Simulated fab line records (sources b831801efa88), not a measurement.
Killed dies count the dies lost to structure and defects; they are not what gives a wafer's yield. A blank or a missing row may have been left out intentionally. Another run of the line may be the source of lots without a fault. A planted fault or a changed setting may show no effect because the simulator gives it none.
fab line records | flow sky130
record lots=12 wafers=36 last-day=50
route steps=708 shown VIA1@482 VIA4@641 METAL5@664 PASSIVATION@682 PAD_OPEN@708
lots with no fault: from the same line, run without faults
start-h: the number of hours between the record's first day and the start of the first shown wafer of the lot | wait-h: hours since the lot's step before | " the same as in the row above | L1.1+2: a row that stands for several wafers | - value missing, or start not given | * or withheld: withheld | < > ~ a bound
route shown NAME@n: a module of which the file shows steps, and the number in the route of the first | usual: mean and standard deviation over wafers with no fault | same: alike in all rows | chamber/n: place in a boat | sites: each site's reading | _std_site: their standard deviation | _edge_site: outer sites' mean less inner sites' | radius-mm: for every site, how far away it sits from the centre of the wafer | mask NAME#n: copy n | behind: the most recent tool/chamber to have shaped the wafer | hold: why the lot was held/for how many hours/how that ended | device: names the non-switching transistor (n, p or np) | end of line: the route-end tests of the same wafers | a step with no rows: only its recipe | killed: count of dies lost to structure and defects at first sort (not the wafer's yield) | map: dies across one wafer; x = killed, . = not, _ = none there
set.NAME: the setting that was run; set.NAME@STEP: the one run at that earlier step | model.NAME: the simulator's own value behind a step, which no gauge read
one table for each step of the route and one row for each wafer, over a sample of lots
services: a tool's chamber out of use, with start hour (start-h, from the record's first day; less than 0 if before it), hours out, and reason
## steps
# step SKY_VIA1_CMP_24
# recipe stop-on=SiO2 t-overpolish-s=15 down-force-psi=3.5 platen-rpm=60 target-thk-nm=0 pad-velocity-m-s=0.94248
# usual motor-current-A=11.1/1.5 overpolish-run-s=15.001/0.0089 slurry-filter-dp-kPa=13.50/0.13 time-to-endpoint-s=66/4.3
# columns lot.wafer tool chamber start-h wait-h motor-current-A overpolish-run-s slurry-filter-dp-kPa time-to-endpoint-s
L461.2 cmp-02 3 787.54 0.0 9.4 14.995 13.44 60
L461.1 " 1 " " 10.9 15.006 13.66 66
L461.5 " 3 " " 9.8 15.011 13.28 63
L462.1 cmp-01 1 804.93 0.1 11.8 14.996 13.60 58
L462.3 " 2 " " 10.2 15.004 13.61 66
L462.6 " 0 " " 14.1 14.998 13.57 70
L463.1 cmp-02 1 808.10 0.1 10.3 15.008 13.39 69
L463.3 " 2 " " 11.9 15.006 13.54 62
L463.4 " 3 " " 9.1 15.001 13.62 61
L464.2 cmp-01 2 813.58 0.1 10.3 14.997 13.74 65
L464.5 " 0 " " 14.3 15.011 13.36 67
L464.6 " 1 " " 11.6 15.011 13.36 61
L470.3 cmp-01 0 870.23 0.1 13.5 15.005 13.72 69
L470.4 " 1 " " 12.3 14.990 13.50 61
L470.6 " 3 " " 9.2 15.007 13.44 70
L471.3 cmp-01 0 871.25 0.1 14.5 15.007 13.44 64
L471.1 " 2 " " 10.3 15.006 13.35 61
L471.5 " 3 " " 8.7 14.999 13.51 65
L475.4 cmp-02 1 900.16 0.1 11.3 14.994 13.58 69
L475.6 " 0 " " 11.2 14.995 13.56 70
L475.5 " 1 " " 10.3 15.012 13.34 67
L476.3 cmp-02 1 915.04 0.1 10.7 14.984 13.60 71
L476.1 " 2 " " 12.1 14.995 13.53 66
L476.6 " 1 " " 10.2 15.003 13.47 71
L481.3 cmp-01 3 961.97 0.0 9.3 15.005 13.56 70
L481.2 " 2 " " 10.2 15.002 13.71 63
L481.5 " 3 " " 9.0 14.993 13.30 69
L484.2 cmp-02 0 972.93 0.0 11.1 14.989 13.51 69
L484.3 " 1 " " 10.3 15.009 13.38 63
L484.5 " 1 " " 10.5 15.001 13.19 68
L483.2 cmp-02 3 975.67 0.1 9.4 15.017 13.38 58
L483.1 " 0 " " 11.6 15.017 13.68 70
L483.6 " 1 " " 10.8 15.006 13.54 64
L482.2 cmp-02 3 979.31 0.2 9.2 14.993 13.50 56
L482.4 " 0 " " 11.4 15.003 13.20 67
L482.6 " 2 " " 12.1 14.998 13.44 63
# step SKY_VIA4_CMP_02
# recipe material=SiO2 down-force-psi=4 platen-rpm=60 pad-velocity-m-s=0.94248
# usual motor-current-A=12.2/1.7 slurry-filter-dp-kPa=13.51/0.14
# columns lot.wafer tool chamber start-h wait-h motor-current-A slurry-filter-dp-kPa
L461.1 cmp-01 0 976.41 0.1 15.9 13.72
L461.2 " 3 " " 9.9 13.59
L461.5 " 1 " " 12.8 13.71
L462.3 cmp-01 3 990.07 0.0 9.9 13.60
L462.1 " 0 " " 15.4 13.47
L462.6 " 0 " " 14.7 13.50
L463.4 cmp-02 2 994.72 0.0 12.8 13.67
L463.1 " 3 " " 10.2 13.36
L463.3 " 0 " " 12.0 13.60
L464.2 cmp-01 0 998.93 0.0 14.8 13.58
L464.6 " 0 " " 14.7 13.55
L464.5 " 1 " " 12.7 13.66
L470.4 cmp-01 0 1049.79 0.1 16.0 13.68
L470.3 " 1 " " 13.5 13.36
L470.6 " 0 " " 14.7 13.50
L471.3 cmp-01 2 1050.86 0.0 11.5 13.50
L471.1 " 0 " " 15.3 13.57
L471.5 " 3 " " 9.7 13.57
L475.4 cmp-02 3 1074.37 0.0 10.5 13.50
L475.6 " 3 " " 10.1 13.84
L475.5 " 0 " " 12.3 13.38
L476.1 cmp-01 0 1087.57 0.1 15.2 13.52
L476.3 " 1 " " 12.3 13.72
L476.6 " 0 " " 15.4 13.72
L481.3 cmp-02 0 1122.91 0.1 12.2 13.50
L481.2 " 2 " " 14.0 13.80
L481.5 " 0 " " 12.0 13.43
L484.3 cmp-02 3 1134.03 0.1 10.3 13.48
L484.2 " 0 " " 12.3 13.34
L484.5 " 1 " " 11.5 13.51
L483.1 cmp-02 2 1136.87 0.1 13.2 13.32
L483.2 " 3 " " 9.9 13.65
L483.6 " 3 " " 10.2 13.47
L482.4 cmp-02 3 1140.48 0.0 10.5 13.58
L482.2 " 0 " " 12.4 13.49
L482.6 " 0 " " 12.2 13.48
# step SKY_METAL5_SPUTTER_03
# recipe material=Ti target-thk-nm=5 power-w=3000 time-s=3.3 chamber-pressure-pa=0.4
# usual throttle-valve-pct=29.6/0.95
# columns lot.wafer tool chamber start-h wait-h throttle-valve-pct
L461.1 pvd-sputter-01 - 1001.72 0.0 29.3
L461.2 " - " " 30.1
L461.5 " - " " 27.6
L462.1 pvd-sputter-04 - 1014.80 0.0 29.3
L462.3 " - " " 29.2
L462.6 " - " " 29.3
L463.1 pvd-sputter-04 - 1019.35 0.0 28.9
L463.3 " - " " 31.6
L463.4 " - " " 29.1
L464.2 pvd-sputter-04 - 1023.70 0.0 31.5
L464.5 " - " " 28.8
L464.6 " - " " 31.5
L470.3 pvd-sputter-01 - 1072.52 0.0 30.4
L470.4 " - " " 29.2
L470.6 " - " " 30.5
L471.1 pvd-sputter-02 - 1073.57 0.0 30.5
L471.3 " - " " 30.0
L471.5 " - " " 29.5
L475.4 pvd-sputter-01 - 1097.12 0.0 27.6
L475.5 " - " " 27.5
L475.6 " - " " 29.8
L476.1 pvd-sputter-02 - 1109.17 0.0 29.3
L476.3 " - " " 30.6
L476.6 " - " " 30.3
L481.2 pvd-sputter-02 - 1144.04 0.0 29.3
L481.3 " - " " 30.6
L481.5 " - " " 30.2
L484.2 pvd-sputter-02 - 1154.09 0.0 29.3
L484.3 " - " " 30.3
L484.5 " - " " 29.0
L483.1 pvd-sputter-04 - 1156.94 0.0 29.7
L483.2 " - " " 29.2
L483.6 " - " " 29.2
L482.2 pvd-sputter-04 - 1160.15 0.0 29.2
L482.4 " - " " 29.2
L482.6 " - " " 29.6
# step SKY_PASSIVATION_THK_MEAS_01
# recipe reads=SiO2_of_PASSIVATION_CVD_00
# usual PASSIVATION_CVD_00_THK=89.7/1.3
# columns lot.wafer tool chamber start-h wait-h PASSIVATION_CVD_00_THK[nm]
L461.1 film-metro-02 - 1025.62 - 89.2
L461.2 " - " " 89.2
L461.5 " - " " 91.6
L462.1 film-metro-04 - 1038.18 - 87.1
L462.3 " - " " 90.8
L462.6 " - " " 90.8
L463.1 film-metro-04 - 1042.89 - 88.0
L463.3 " - " " 87.7
L463.4 " - " " 88.3
L464.2 film-metro-01 - 1047.30 - 89.0
L464.5 " - " " 89.8
L464.6 " - " " 90.9
L470.3 film-metro-02 - 1094.08 - 91.4
L470.4 " - " " 90.9
L470.6 " - " " 91.9
L471.1 film-metro-04 - 1095.46 - 89.9
L471.3 " - " " 89.9
L471.5 " - " " 90.3
L475.4 film-metro-04 - 1117.69 - 89.3
L475.5 " - " " 88.5
L475.6 " - " " 89.4
L476.1 film-metro-01 - 1129.63 - 90.4
L476.3 " - " " 88.3
L476.6 " - " " 89.6
L481.2 film-metro-04 - 1163.34 - 89.0
L481.3 " - " " 88.4
L481.5 " - " " 89.9
L484.2 film-metro-04 - 1172.05 - 88.3
L484.3 " - " " 88.7
L484.5 " - " " 90.5
L483.1 film-metro-01 - 1174.68 - 88.7
L483.2 " - " " 88.4
L483.6 " - " " 89.1
L482.2 film-metro-04 - 1178.17 - 88.1
L482.4 " - " " 89.8
L482.6 " - " " 90.1
# step SKY_PAD_OPEN_PROBE_99
# usual defect-limited-yield=82.8/2.1 killed_at_M0_to_M3=42/6.6 killed_at_M4_up=3.1/1.9 killed-at-contacts=24/5.6 killed-at-front-end=15/4.8 killed-at-other=0.3/0.48 killed-dies=84/10 killed-on-rim=16/3.9 killed-open=47/6.8 killed-short=37/6.8 sort_bin_3_pad_short=0.9/0.48 sort_bin_5_function=10.1/1.4 sort_bin_6_memory=6.2/1.2 sort_bin_8_speed=0.00/0.017 sort-n-pass=408/10 sort-yield-pct=82.8/2.1
# same gross-dies=492 killed-at-back-side=0 sort_bin_4_leakage[%]=0
# columns lot.wafer tool chamber start-h wait-h defect-limited-yield[%] killed_at_M0_to_M3 killed_at_M4_up killed-at-contacts killed-at-front-end killed-at-other killed-dies killed-on-rim killed-open killed-short sort_bin_3_pad_short[%] sort_bin_5_function[%] sort_bin_6_memory[%] sort_bin_8_speed[%] sort-n-pass sort-yield-pct[%]
L461.1 prober-01 - 1071.87 0.1 80.5 43 4 30 18 1 96 22 58 37 0.8 12.2 6.5 0 396 80.5
L461.2 prober-01 - 1071.92 0.1 88.2 26 2 21 9 0 58 15 38 20 0.6 6.5 4.7 0 434 88.2
L461.5 prober-01 - 1072.07 0.2 79.7 45 6 25 23 1 100 16 60 40 1.0 11.8 7.5 0 392 79.7
L462.1 prober-02 - 1083.00 0.1 83.3 37 5 27 11 2 82 14 46 36 0.8 8.9 6.9 0 410 83.3
L462.3 prober-02 - 1083.10 0.2 82.5 45 4 25 12 0 86 15 46 40 0.6 10.4 6.5 0 406 82.5
L462.6 prober-02 - 1083.25 0.2 81.7 48 3 21 18 0 90 18 52 38 1.0 11.4 5.9 0 402 81.7
L463.1 prober-01 - 1088.72 0.1 83.1 47 3 19 13 1 83 13 49 34 1.0 9.1 6.7 0 409 83.1
L463.3 prober-01 - 1088.82 0.2 81.1 42 2 28 21 0 93 8 50 43 0.6 10.6 7.7 0 399 81.1
L463.4 prober-01 - 1088.87 0.2 79.5 46 2 22 31 0 101 18 51 50 0.8 11.2 8.5 0 391 79.5
L464.2 prober-02 - 1092.10 0.1 85.0 41 3 20 9 1 74 10 46 28 0 10.4 4.7 0.20 417 84.8
L464.5 prober-02 - 1092.25 0.2 85.0 38 3 22 10 1 74 16 46 28 0.4 8.7 5.9 0 418 85.0
L464.6 prober-02 - 1092.30 0.2 84.3 35 3 31 7 1 77 16 44 33 1.6 7.9 6.1 0 415 84.3
L470.3 prober-02 - 1136.61 0.2 27.8 332 1 15 7 0 355 67 24 21 6.9 46.7 18.5 0 137 27.8
L470.4 prober-02 - 1136.66 0.2 83.3 35 2 28 17 0 82 17 40 42 1.0 8.5 7.1 0 410 83.3
L470.6 prober-02 - 1136.76 0.2 81.5 44 5 22 20 0 91 18 50 41 1.0 11.6 5.9 0 401 81.5
L471.1 prober-01 - 1137.80 0.1 83.3 49 3 20 10 0 82 17 52 30 0.2 8.1 8.3 0 410 83.3
L471.3 prober-01 - 1137.90 0.2 25.8 333 2 22 8 0 365 72 28 25 6.9 45.3 22.0 0 127 25.8
L471.5 prober-01 - 1138.00 0.2 85.2 31 8 19 15 0 73 19 44 29 0.4 10.0 4.5 0 419 85.2
L475.4 prober-01 - 1157.61 0.2 82.3 46 2 26 13 0 87 15 48 39 1.4 10.0 6.3 0 405 82.3
L475.5 prober-01 - 1157.66 0.2 83.9 43 0 29 7 0 79 13 44 35 0.6 10.0 5.5 0 413 83.9
L475.6 prober-01 - 1157.71 0.2 84.1 31 4 25 18 0 78 15 52 26 0.4 10.2 5.3 0 414 84.1
L476.1 prober-02 - 1168.12 0.1 86.8 35 5 13 12 0 65 11 47 18 0.2 7.9 5.1 0 427 86.8
L476.3 prober-02 - 1168.22 0.2 81.7 48 2 20 20 0 90 15 41 49 0.8 11.2 6.3 0 402 81.7
L476.6 prober-02 - 1168.37 0.2 84.1 51 4 6 16 1 78 16 40 37 0.6 10.6 4.7 0 414 84.1
L481.2 prober-01 - 1197.82 0.1 82.9 36 1 30 16 1 84 20 45 39 0.4 10.2 6.5 0 408 82.9
L481.3 prober-01 - 1197.87 0.2 83.7 47 3 25 5 0 80 15 46 34 0.2 9.1 6.9 0 412 83.7
L481.5 prober-01 - 1197.97 0.2 85.4 42 2 19 8 1 72 12 39 33 0.2 9.6 4.9 0 420 85.4
L484.2 prober-02 - 1203.43 0.1 83.9 37 1 26 15 0 79 13 41 38 0.4 8.5 7.1 0 413 83.9
L484.3 prober-02 - 1203.48 0.2 82.5 36 5 27 18 0 86 17 51 35 0.6 10.2 6.7 0 406 82.5
L484.5 prober-02 - 1203.58 0.2 85.2 34 3 24 11 1 73 11 38 35 1.4 8.1 5.3 0 419 85.2
L483.1 prober-01 - 1205.10 0.1 78.7 54 4 25 21 1 105 26 47 58 1.0 13.0 7.3 0 387 78.7
L483.2 prober-01 - 1205.15 0.1 78.3 58 3 35 11 0 107 25 59 47 2.0 11.6 8.1 0 385 78.3
L483.6 prober-01 - 1205.35 0.2 83.3 39 5 23 15 0 82 13 48 34 0.2 10.4 6.1 0 410 83.3
L482.2 prober-01 - 1209.35 0.1 81.7 46 4 34 6 0 90 21 54 36 0.6 11.4 6.3 0 402 81.7
L482.4 prober-01 - 1209.45 0.2 84.8 47 3 8 17 0 75 19 39 36 1.2 8.9 5.1 0 417 84.8
L482.6 prober-01 - 1209.55 0.2 84.3 38 3 20 16 0 77 16 41 36 1.8 7.1 6.7 0 415 84.3
# killed by level:class
L461.1 CONTACT:geometric-particle:open=11 POLY_GATE:geometric-particle:open=9 LOCAL_INTERCONNECT:geometric-particle:short=9 VIA1:geometric-particle:open=9 VIA2:geometric-particle:open=8 METAL2:geometric-particle:short=7 LI_CONTACT:geometric-particle:open=7 METAL1:geometric-particle:short=4
L461.2 CONTACT:geometric-particle:open=11 VIA1:geometric-particle:open=6 VIA2:geometric-particle:open=5 VIA3:geometric-particle:open=5 LI_CONTACT:geometric-particle:open=4 LOCAL_INTERCONNECT:geometric-particle:short=4 POLY_GATE:geometric-particle:open=3 METAL2:geometric-particle:short=3
L461.5 VIA1:geometric-particle:open=12 CONTACT:geometric-particle:open=10 VIA2:geometric-particle:open=10 POLY_GATE:geometric-particle:open=8 FIELD_ISO:geometric-particle:short=6 LI_CONTACT:geometric-particle:open=6 VIA2:geometric-particle:short=5 POLY_GATE:geometric-particle:short=4
L462.1 CONTACT:geometric-particle:open=13 VIA1:geometric-particle:open=7 VIA2:geometric-particle:open=6 LI_CONTACT:geometric-particle:open=5 LOCAL_INTERCONNECT:geometric-particle:short=5 METAL1:geometric-particle:short=5 VIA1:geometric-particle:short=5 VIA3:geometric-particle:open=5
L462.3 CONTACT:geometric-particle:open=9 VIA1:geometric-particle:open=9 LI_CONTACT:geometric-particle:open=6 VIA3:geometric-particle:open=6 VIA1:geometric-particle:short=5 METAL2:geometric-particle:short=5 VIA2:geometric-particle:open=5 METAL3:geometric-particle:short=5
L462.6 VIA1:geometric-particle:open=11 CONTACT:geometric-particle:open=9 VIA2:geometric-particle:open=8 FIELD_ISO:geometric-particle:short=6 METAL1:geometric-particle:short=6 FIELD_ISO:geometric-particle:open=5 LI_CONTACT:geometric-particle:open=5 LOCAL_INTERCONNECT:geometric-particle:short=4
L463.1 VIA1:geometric-particle:open=10 METAL1:geometric-particle:short=8 VIA3:geometric-particle:open=8 POLY_GATE:geometric-particle:open=6 CONTACT:geometric-particle:open=6 LI_CONTACT:geometric-particle:open=5 CONTACT:geometric-particle:short=5 METAL2:geometric-particle:short=5
L463.3 LI_CONTACT:geometric-particle:open=10 CONTACT:geometric-particle:open=10 VIA1:geometric-particle:open=8 POLY_GATE:geometric-particle:short=6 VIA1:geometric-particle:short=6 VIA2:geometric-particle:open=6 LOCAL_INTERCONNECT:geometric-particle:short=5 METAL1:geometric-particle:short=5
L463.4 CONTACT:geometric-particle:open=10 FIELD_ISO:geometric-particle:open=9 VIA1:geometric-particle:open=8 VIA2:geometric-particle:short=8 VIA1:geometric-particle:short=6 VIA3:geometric-particle:open=6 FIELD_ISO:geometric-particle:short=5 POLY_GATE:geometric-particle:short=5
L464.2 VIA3:geometric-particle:open=9 CONTACT:geometric-particle:open=8 VIA1:geometric-particle:open=7 LOCAL_INTERCONNECT:geometric-particle:short=6 VIA2:geometric-particle:open=6 METAL2:geometric-particle:short=5 POLY_GATE:geometric-particle:open=4 LI_CONTACT:geometric-particle:open=3
L464.5 CONTACT:geometric-particle:open=10 VIA3:geometric-particle:open=10 LI_CONTACT:geometric-particle:open=8 VIA1:geometric-particle:open=7 METAL1:geometric-particle:short=5 FIELD_ISO:geometric-particle:short=4 METAL2:geometric-particle:short=4 LI_CONTACT:geometric-particle:short=3
L464.6 LI_CONTACT:geometric-particle:open=16 VIA2:geometric-particle:open=8 CONTACT:geometric-particle:open=6 LOCAL_INTERCONNECT:geometric-particle:short=5 METAL1:geometric-particle:short=4 VIA1:geometric-particle:short=3 VIA1:geometric-particle:open=3 METAL2:geometric-particle:short=3
L470.3 VIA1:unspecified=310 VIA2:geometric-particle:open=6 CONTACT:geometric-particle:open=5 CONTACT:geometric-particle:short=4 VIA3:geometric-particle:open=4 FIELD_ISO:geometric-particle:open=3 LI_CONTACT:geometric-particle:open=3 METAL2:geometric-particle:short=3
L470.4 CONTACT:geometric-particle:open=10 CONTACT:geometric-particle:short=8 VIA3:geometric-particle:open=7 FIELD_ISO:geometric-particle:open=6 METAL2:geometric-particle:short=6 FIELD_ISO:geometric-particle:short=5 LI_CONTACT:geometric-particle:open=5 VIA1:geometric-particle:short=5
L470.6 VIA1:geometric-particle:open=9 CONTACT:geometric-particle:open=8 VIA3:geometric-particle:open=8 FIELD_ISO:geometric-particle:open=7 METAL2:geometric-particle:short=7 METAL1:geometric-particle:short=6 FIELD_ISO:geometric-particle:short=5 LI_CONTACT:geometric-particle:open=4
L471.1 VIA1:geometric-particle:open=12 VIA3:geometric-particle:open=10 CONTACT:geometric-particle:open=9 METAL2:geometric-particle:short=8 LI_CONTACT:geometric-particle:open=5 CONTACT:geometric-particle:short=5 VIA2:geometric-particle:open=5 FIELD_ISO:geometric-particle:open=3
L471.3 VIA1:unspecified=312 CONTACT:geometric-particle:open=9 CONTACT:geometric-particle:short=5 METAL1:geometric-particle:short=5 LI_CONTACT:geometric-particle:open=4 VIA1:geometric-particle:short=4 VIA1:geometric-particle:open=4 VIA2:geometric-particle:open=3
L471.5 CONTACT:geometric-particle:open=8 VIA1:geometric-particle:open=8 LI_CONTACT:geometric-particle:open=7 METAL1:geometric-particle:short=6 VIA3:geometric-particle:open=6 FIELD_ISO:geometric-particle:short=5 METAL4:geometric-particle:short=5 FIELD_ISO:geometric-particle:open=4
L475.4 VIA1:geometric-particle:open=11 LI_CONTACT:geometric-particle:open=9 CONTACT:geometric-particle:open=8 VIA3:geometric-particle:open=7 LI_CONTACT:geometric-particle:short=6 VIA2:geometric-particle:open=6 POLY_GATE:geometric-particle:short=5 VIA1:geometric-particle:short=5
L475.5 VIA1:geometric-particle:open=12 CONTACT:geometric-particle:open=11 VIA2:geometric-particle:open=6 METAL2:geometric-particle:short=6 LI_CONTACT:geometric-particle:open=5 LOCAL_INTERCONNECT:geometric-particle:short=5 LI_CONTACT:geometric-particle:short=4 CONTACT:geometric-particle:short=4
L475.6 LI_CONTACT:geometric-particle:open=11 CONTACT:geometric-particle:open=8 POLY_GATE:geometric-particle:open=7 VIA1:geometric-particle:open=7 METAL1:geometric-particle:short=6 VIA2:geometric-particle:open=5 VIA3:geometric-particle:open=5 VIA1:geometric-particle:short=4
L476.1 VIA1:geometric-particle:open=10 VIA3:geometric-particle:open=8 CONTACT:geometric-particle:open=5 FIELD_ISO:geometric-particle:open=4 POLY_GATE:geometric-particle:open=4 METAL2:geometric-particle:short=4 SPACER:geometric-particle:open=3 LI_CONTACT:geometric-particle:open=3
L476.3 VIA1:geometric-particle:open=10 FIELD_ISO:geometric-particle:open=8 CONTACT:geometric-particle:open=8 METAL2:geometric-particle:short=7 FIELD_ISO:geometric-particle:short=6 METAL1:geometric-particle:short=6 VIA1:geometric-particle:short=6 VIA3:geometric-particle:open=6
L476.6 VIA1:geometric-particle:open=13 VIA1:geometric-particle:short=7 METAL2:geometric-particle:short=7 METAL1:geometric-particle:short=6 VIA3:geometric-particle:short=6 VIA2:geometric-particle:open=5 SPACER:geometric-particle:short=5 VIA3:geometric-particle:open=5
L481.2 CONTACT:geometric-particle:open=11 FIELD_ISO:geometric-particle:open=7 METAL1:geometric-particle:short=7 LOCAL_INTERCONNECT:geometric-particle:short=6 VIA2:geometric-particle:open=6 LI_CONTACT:geometric-particle:open=5 CONTACT:geometric-particle:short=5 VIA1:geometric-particle:open=5
L481.3 CONTACT:geometric-particle:open=9 VIA1:geometric-particle:short=9 VIA2:geometric-particle:open=8 VIA1:geometric-particle:open=7 VIA3:geometric-particle:open=7 LI_CONTACT:geometric-particle:open=6 METAL2:geometric-particle:short=5 CONTACT:geometric-particle:short=4
L481.5 CONTACT:geometric-particle:open=8 VIA2:geometric-particle:open=8 METAL1:geometric-particle:short=7 VIA1:geometric-particle:open=6 METAL2:geometric-particle:short=4 LOCAL_INTERCONNECT:geometric-particle:short=4 CONTACT:geometric-particle:short=4 VIA1:geometric-particle:short=4
L484.2 CONTACT:geometric-particle:open=9 LI_CONTACT:geometric-particle:open=8 VIA2:geometric-particle:open=6 METAL2:geometric-particle:short=6 FIELD_ISO:geometric-particle:open=5 VIA1:geometric-particle:short=5 METAL1:geometric-particle:short=5 CONTACT:geometric-particle:short=4
L484.3 VIA1:geometric-particle:open=11 CONTACT:geometric-particle:open=10 FIELD_ISO:geometric-particle:open=9 CONTACT:geometric-particle:short=8 VIA2:geometric-particle:open=5 LI_CONTACT:geometric-particle:open=5 FIELD_ISO:geometric-particle:short=4 METAL2:geometric-particle:short=4
L484.5 LI_CONTACT:geometric-particle:open=8 CONTACT:geometric-particle:open=7 METAL1:geometric-particle:short=6 VIA1:geometric-particle:short=6 VIA1:geometric-particle:open=5 FIELD_ISO:geometric-particle:short=4 FIELD_ISO:geometric-particle:open=4 LOCAL_INTERCONNECT:geometric-particle:short=4
L483.1 VIA1:geometric-particle:open=13 METAL2:geometric-particle:short=9 CONTACT:geometric-particle:short=7 FIELD_ISO:geometric-particle:short=6 VIA3:geometric-particle:short=6 VIA1:geometric-particle:short=6 VIA3:geometric-particle:open=6 VIA2:geometric-particle:open=5
L483.2 VIA1:geometric-particle:open=15 CONTACT:geometric-particle:open=12 VIA3:geometric-particle:open=10 METAL2:geometric-particle:short=9 LI_CONTACT:geometric-particle:open=7 CONTACT:geometric-particle:short=7 VIA2:geometric-particle:open=7 LOCAL_INTERCONNECT:geometric-particle:short=5
L483.6 VIA1:geometric-particle:open=10 VIA3:geometric-particle:open=8 CONTACT:geometric-particle:open=7 LI_CONTACT:geometric-particle:open=6 POLY_GATE:geometric-particle:short=5 VIA1:geometric-particle:short=4 CONTACT:geometric-particle:short=4 VIA2:geometric-particle:short=4
L482.2 CONTACT:geometric-particle:open=14 VIA1:geometric-particle:open=14 LI_CONTACT:geometric-particle:open=6 METAL2:geometric-particle:short=6 VIA2:geometric-particle:open=5 LOCAL_INTERCONNECT:geometric-particle:short=5 VIA3:geometric-particle:open=5 CONTACT:geometric-particle:short=5
L482.4 VIA1:geometric-particle:open=8 VIA1:geometric-particle:short=8 VIA2:geometric-particle:open=7 POLY_GATE:geometric-particle:short=5 LI_CONTACT:geometric-particle:open=5 FIELD_ISO:geometric-particle:open=4 VIA3:geometric-particle:open=4 VIA3:geometric-particle:short=4
L482.6 LI_CONTACT:geometric-particle:open=9 POLY_GATE:geometric-particle:short=6 CONTACT:geometric-particle:open=6 METAL1:geometric-particle:short=6 VIA3:geometric-particle:open=6 FIELD_ISO:geometric-particle:open=5 VIA1:geometric-particle:open=5 METAL1:geometric-particle:open=4
## services
# columns tool chamber start-h hours kind
cmp-01 - 768.81 4.5 pm
cmp-01 - 792.47 1.1 repair
cmp-01 - 820.59 1.5 repair
cmp-01 - 834.00 0.6 repair
pvd-sputter-02 - 838.63 0.8 repair
cmp-01 - 846.38 3.3 repair
cmp-02 - 855.13 5.5 pm
cmp-01 - 886.17 18.4 repair
cmp-01 - 906.49 0.8 repair
pvd-sputter-01 - 908.64 2.2 repair
cmp-01 - 912.18 4.0 pm
pvd-sputter-02 - 927.87 0.9 repair
cmp-01 - 978.80 0.9 repair
cmp-02 - 1002.93 1.0 repair
cmp-01 - 1013.04 1.8 repair
pvd-sputter-01 - 1019.03 4.9 repair
cmp-01 - 1029.34 2.6 repair
pvd-sputter-02 - 1031.99 18.2 repair
cmp-02 - 1089.54 4.0 pm
cmp-02 - 1093.54 - consumable-replace:conditioner
pvd-sputter-04 - 1099.04 6.1 repair
cmp-01 - 1137.65 3.6 pm
pvd-sputter-01 - 1144.31 2.2 repair
pvd-sputter-01 - 1151.29 8.8 repair
## key
first-sign step=SKY_PAD_OPEN_PROBE_99 reading=killed_at_M0_to_M3 direction=up sigmas=44 usual=42 struck=332
effect step=SKY_PAD_OPEN_PROBE_99 reading=defect-limited-yield direction=down sigmas=27 usual=82.8 struck=26.8
met-at SKY_VIA1_CMP_24
struck-lots L470,L471
struck-wafers L470.3,L471.3
not-acting-at SKY_VIA4_CMP_02,SKY_METAL5_SPUTTER_03,SKY_PASSIVATION_THK_MEAS_01
onset-between 813.58 870.23
fault kind=chamber-particle-source tool=cmp-01 chamber=0 onset-h=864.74 steps=SKY_VIA1_CMP_24 rate-per-visit-cm2=2.0482 end-h=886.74
